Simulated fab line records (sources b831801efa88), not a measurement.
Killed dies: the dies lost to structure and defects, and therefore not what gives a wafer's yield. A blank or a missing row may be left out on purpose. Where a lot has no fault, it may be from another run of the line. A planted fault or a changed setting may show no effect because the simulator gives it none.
Tool commonality check | flow gf180mcu | Lots sampled 12, wafers sampled 42

REASON IT WAS OPENED
At GF_STI_THK_MEAS_22 the reading STI_OXIDATION_01_THK is flagged on 2 of 12 lots. Wafers without a fault read 15.09 nm, standard deviation 0.25.
Rule: a lot is flagged when every wafer of it that has a number lies more than 4 standard deviations from that mean, or none has a number. As for the other lots, they are considered sound.

lot  | measured    | on           | STI_OXIDATION_01_THK (nm), wafer by wafer | flag
L428 | day 2 09:54 | filmMetro-03 | 15.32 15.42 15.35                         | 
L429 | day 2 18:27 | filmMetro-01 | 15.53 15.33 15.35                         | 
L430 | day 2 20:58 | filmMetro-04 | 14.61 14.88 14.69                         | 
L431 | day 3 06:31 | filmMetro-04 | 14.92 15.38 15.29                         | 
L432 | day 3 09:05 | filmMetro-01 | 14.95 15.13 15.15                         | 
L434 | day 3 21:37 | filmMetro-01 | 15.08 15.10 15.41                         | 
L435 | day 4 00:17 | filmMetro-03 | 15.04 14.94 15.39                         | 
L437 | day 4 07:35 | filmMetro-01 | 14.88 15.15 14.86                         | 
L438 | day 4 12:53 | filmMetro-04 | 20.36 20.08 20.41 20.41 20.08 20.40       | FLAGGED
L439 | day 4 20:38 | filmMetro-03 | 20.18 19.96 20.11 20.16 20.05 20.11       | FLAGGED
L440 | day 4 22:27 | filmMetro-04 | 14.82 14.57 14.53                         | 
L447 | day 6 11:16 | filmMetro-03 | 15.21 15.59 15.32                         | 
The numbers of the flagged lots are 20.19 nm on average: +5.10 nm against the usual, or +20 standard deviations.

WHICH TOOL RAN EACH LOT
The record keeps 1 process step preceding the reading, out of 602 steps on the route. Cell contents, in order: the tool; ch with the chambers the sampled wafers went through; the start.
lot  | flag    | GF_STI_OXIDATION_21
L428 |         | furnace-02 ch 0, day 2 08:47
L429 |         | furnace-02 ch 0, day 2 17:19
L430 |         | furnace-02 ch 0, day 2 19:50
L431 |         | furnace-01 ch 0, day 3 05:22
L432 |         | furnace-01 ch 0, day 3 07:57
L434 |         | furnace-02 ch 0, day 3 20:28
L435 |         | furnace-02 ch 0, day 3 23:09
L437 |         | furnace-02 ch 0, day 4 06:26
L438 | FLAGGED | furnace-02 ch 0, day 4 11:46
L439 | FLAGGED | furnace-02 ch 0, day 4 19:31
L440 |         | furnace-01 ch 0, day 4 21:19
L447 |         | furnace-01 ch 0, day 6 10:08
What these steps do:
- GF_STI_OXIDATION_21: stabilise 600 s, purge 300 s, target thk 15 nm.
- GF_STI_THK_MEAS_22

FLAGGED OVER TOTAL, TOOL BY TOOL (the gauges that took the reading come last)
step                | tool         | lots run | flagged | share of the flagged lots | sound lots run after its first flagged lot
GF_STI_OXIDATION_21 | furnace-01   | 4        | 0       | none                      | -
GF_STI_OXIDATION_21 | furnace-02   | 8        | 2       | all                       | 0
GF_STI_THK_MEAS_22  | filmMetro-01 | 4        | 0       | none                      | -
GF_STI_THK_MEAS_22  | filmMetro-03 | 4        | 1       | some                      | 1 (L447)
GF_STI_THK_MEAS_22  | filmMetro-04 | 4        | 1       | some                      | 1 (L440)

WHAT THE TABLE PERMITS
1 row of the table ran every flagged lot: furnace-02 at GF_STI_OXIDATION_21.
- furnace-02 at GF_STI_OXIDATION_21 ran 8 lots, 2 of them flagged. It ran its last sound lot, L437, at day 4 06:26 and its first flagged lot, L438, at day 4 11:46: a fault with its onset between the two fits. Its own readings lie more than 4 standard deviations out on every wafer of the flagged lots: spikeTcBottomC, spikeTcCentreC, spikeTcLowerC, spikeTcTopC, spikeTcUpperC, tubeCenterTempC, tube_center_temp_C_max.
What remains is a single tool, furnace-02 at GF_STI_OXIDATION_21.

WHAT THE SIMULATOR PUT IN
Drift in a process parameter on furnace-02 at GF_STI_OXIDATION_21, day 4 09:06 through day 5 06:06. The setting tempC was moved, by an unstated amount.
Struck lots among those shown: L438, L439. The rule above reached the same finding.
